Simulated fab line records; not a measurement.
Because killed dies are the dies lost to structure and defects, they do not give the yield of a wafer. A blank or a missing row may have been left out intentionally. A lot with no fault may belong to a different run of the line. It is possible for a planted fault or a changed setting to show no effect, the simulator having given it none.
Problem report in the 8D (eight disciplines) form, filled by code / flow gf180mcu / the parts of the form that need people (team, actions taken, sign-off) are left out

## 1. WHAT WENT WRONG
At GF_DUAL_GATE_OXIDATION_15, tube-center-temp-C averages 870.20 C over 9 wafers from 3 lots, while fault-free wafers read 850.01 C, standard deviation 0.072. So: +99 or more standard deviations from the usual mean.
The step: stabilise 600 s, purge 300 s, target thk 7.098 nm.
First seen on wafer L162.1, day 10 18:40, on furnace-01. Wafers with a number at this step in the record: 21, from 7 lots. Rule for "out" (also "out of limits"): further than 4 standard deviations from the usual mean. Any other wafer with a number is counted as sound.

## 2. WHAT IT IS; WHAT IT IS NOT
question=which readings at this step | is=tube-center-temp-C, spike-tc-bottom-C, spike-tc-centre-C, spike-tc-lower-C, spike-tc-top-C, spike-tc-upper-C, tube_center_temp_C_max | is not=-
question=which lots | is=L162, L163, L164 | is not=L155, L173, L175, L176
question=which wafers of those lots | is=all that have a number | is not=-
question=read on which tools | is=furnace-01 | is not=furnace-02
question=when | is=from day 10 18:40 | is not=up to then (3 sound wafers); but 9 sound wafers of L173, L175, L176 came after

## 3. THE SUSPECTS, EACH WITH WHAT RULES IT OUT
Counting: a tool stays on the suspect list if, at a process step up to the reading, it processed all lots that are out and no sound lot following the first of them.
- furnace-01 at GF_DUAL_GATE_OXIDATION_15 (stabilise 600 s, purge 300 s, target thk 7.098 nm): ruled out as a lasting fault. Following L162 (day 10 18:40), the first lot on it that is out, the sound lots L173 were run on it.
Left after counting: nothing in the record.

## 4. THE CAUSE (what the simulator had put in)
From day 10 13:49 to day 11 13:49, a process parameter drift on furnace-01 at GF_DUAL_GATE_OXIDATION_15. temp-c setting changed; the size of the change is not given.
Counting ruled it out, wrongly.

## 5. THE CHAIN OF EFFECTS, in route order
Rows list readings where the struck wafers' mean (over those with a number) sits beyond 3 standard deviations from the usual. Only readings for which the record gives a usual standard deviation are gone through. hours: the time from each lot's start at the first step in this table that gives one to its start at this step, as a median over the lots. sigmas: the change in usual standard deviations.
hours=0; step=GF_DUAL_GATE_OXIDATION_15; reading=spike-tc-bottom-C; usual=866.3 C; on struck wafers=885.8; change=+19.5; sigmas=+19
hours=0; step=GF_DUAL_GATE_OXIDATION_15; reading=spike-tc-centre-C; usual=851.4 C; on struck wafers=871.6; change=+20.2; sigmas=+20
hours=0; step=GF_DUAL_GATE_OXIDATION_15; reading=spike-tc-lower-C; usual=849.7 C; on struck wafers=868.9; change=+19.2; sigmas=+17
hours=0; step=GF_DUAL_GATE_OXIDATION_15; reading=spike-tc-top-C; usual=863.2 C; on struck wafers=883.2; change=+20.0; sigmas=+20
hours=0; step=GF_DUAL_GATE_OXIDATION_15; reading=spike-tc-upper-C; usual=849.1 C; on struck wafers=868.4; change=+19.3; sigmas=+14
hours=0; step=GF_DUAL_GATE_OXIDATION_15; reading=tube-center-temp-C; usual=850.01 C; on struck wafers=870.20; change=+20.19; sigmas=+99 or more
hours=0; step=GF_DUAL_GATE_OXIDATION_15; reading=tube_center_temp_C_max; usual=852.3; on struck wafers=872.3; change=+20.0; sigmas=+51
hours=0; step=GF_DUAL_GATE_OXIDATION_15; reading=zone-power-bottom-pct; usual=30.8 %; on struck wafers=32.3; change=+1.5; sigmas=+3.3
The process steps in it:
- GF_DUAL_GATE_OXIDATION_15: stabilise 600 s, purge 300 s, target thk 7.098 nm.

## 6. WHAT WOULD HAVE CAUGHT IT SOONER
In this record no reading fell out of limits until day 10 18:40, 5 hours after the fault had begun at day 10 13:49.
